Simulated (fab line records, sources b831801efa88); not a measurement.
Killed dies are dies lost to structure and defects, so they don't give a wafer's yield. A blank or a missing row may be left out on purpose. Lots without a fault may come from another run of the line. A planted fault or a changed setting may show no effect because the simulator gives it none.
One fault seen from 2 desks | flow gf180mcu | each desk has only its own numbers; what lay behind them comes last

THE METROLOGY DESK
What the gauges read, lot by lot, whatever tool the lot ran on: means of the sampled wafers that have a number. A lot is out of limits, marked OUT, if its mean lies more than 4 standard deviations from the usual mean; the brackets give that distance.
Columns: A = cd_nm at GF_HV_LDD_CD_MEAS_31, usual 400.7 nm; B = NSD_RS at GF_PSD_RS_MEAS_14, usual 46.15 ohm/sq; C = PSD_RS at GF_PSD_RS_MEAS_15, usual 108.59 ohm/sq; D = cd_nm at GF_SAB_CD_MEAS_09, usual 419.9 nm
lot  | first seen here | A     | B               | C                | D
L757 | day 11 12:13    | 397.6 | 46.12           | 108.49           | 423.0
L758 | day 11 21:12    | 399.2 | 46.14           | 108.40           | 418.6
L763 | day 13 10:25    | 399.6 | 46.29           | 108.88           | 419.7
L765 | day 14 07:58    | 399.0 | 46.13           | 108.40           | 420.0
L766 | day 14 18:18    | 403.4 | 41.76 (-40) OUT | 100.74 (-28) OUT | 424.2
L767 | day 14 22:23    | 400.2 | 45.97           | 108.27           | 418.9
L768 | day 15 01:24    | 400.6 | 42.04 (-37) OUT | 100.93 (-27) OUT | 418.8
L776 | day 17 20:46    | 400.8 | 46.31           | 109.01           | 419.7
L777 | day 18 04:02    | 403.2 | 46.08           | 108.26           | 424.7
L778 | day 18 09:53    | 403.3 | 46.15           | 108.69           | 417.6
L779 | day 18 15:00    | 398.3 | 46.19           | 108.94           | 416.5
L780 | day 19 07:40    | 400.7 | 46.05           | 108.26           | 424.0
This desk's finding: out of limits on L766, L768; first on L766, day 17 17:33 (NSD_RS at GF_PSD_RS_MEAS_14). In limits: L757, L758, L763, L765, L767, L776, L777, L778, L779, L780.

THE TOOL OWNER'S DESK: rtp_anneal-02
The tool's own readings at GF_PSD_RTA_13 (time 20 s): means of the sampled wafers that have a number, for each lot that ran on this tool. A lot is out of limits, marked OUT, if its mean lies more than 4 standard deviations from the usual mean; the brackets give that distance.
Columns: A = lamp_power_pct at GF_PSD_RTA_13, usual 36.2 %; B = run_length_s at GF_PSD_RTA_13, usual 48.6 s; C = wafer_temp_C_max at GF_PSD_RTA_13, usual 1029.1
lot  | first seen here | A    | B              | C
L757 | day 14 03:40    | 36.7 | 48.5           | 1027.4
L758 | day 14 12:59    | 36.6 | 48.8           | 1028.3
L763 | day 16 04:47    | 36.7 | 48.3           | 1027.6
L765 | day 17 06:22    | 36.7 | 48.4           | 1028.1
L766 | day 17 17:28    | 36.7 | 72.5 (+52) OUT | 1028.5
L768 | day 18 00:53    | 36.6 | 72.5 (+52) OUT | 1028.4
L776 | day 21 02:50    | 36.7 | 48.5           | 1027.9
L777 | day 21 09:44    | 36.7 | 48.6           | 1027.8
L778 | day 21 14:41    | 36.7 | 48.4           | 1028.3
L780 | day 22 12:14    | 36.6 | 48.5           | 1027.8
This desk's finding: out of limits on L766, L768; first on L766, day 17 17:28 (run_length_s at GF_PSD_RTA_13). In limits: L757, L758, L763, L765, L776, L777, L778, L780.

PUT TOGETHER
The tool owner's desk could have raised an alarm at day 17 17:28, on L766, L768.
The metrology desk could have raised an alarm at day 17 17:33, on L766, L768.
Of the lots named, all ran GF_PSD_RTA_13 on rtp_anneal-02.

WHAT THE SIMULATOR HAD PUT IN
Process parameter drift: rtp_anneal-02, from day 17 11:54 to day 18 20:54, at GF_PSD_RTA_13. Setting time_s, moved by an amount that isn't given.
Lots struck among those shown: L766, L768.
Hours from the fault's start to each desk's first reading out of limits: the tool owner's desk, 6; the metrology desk, 6.
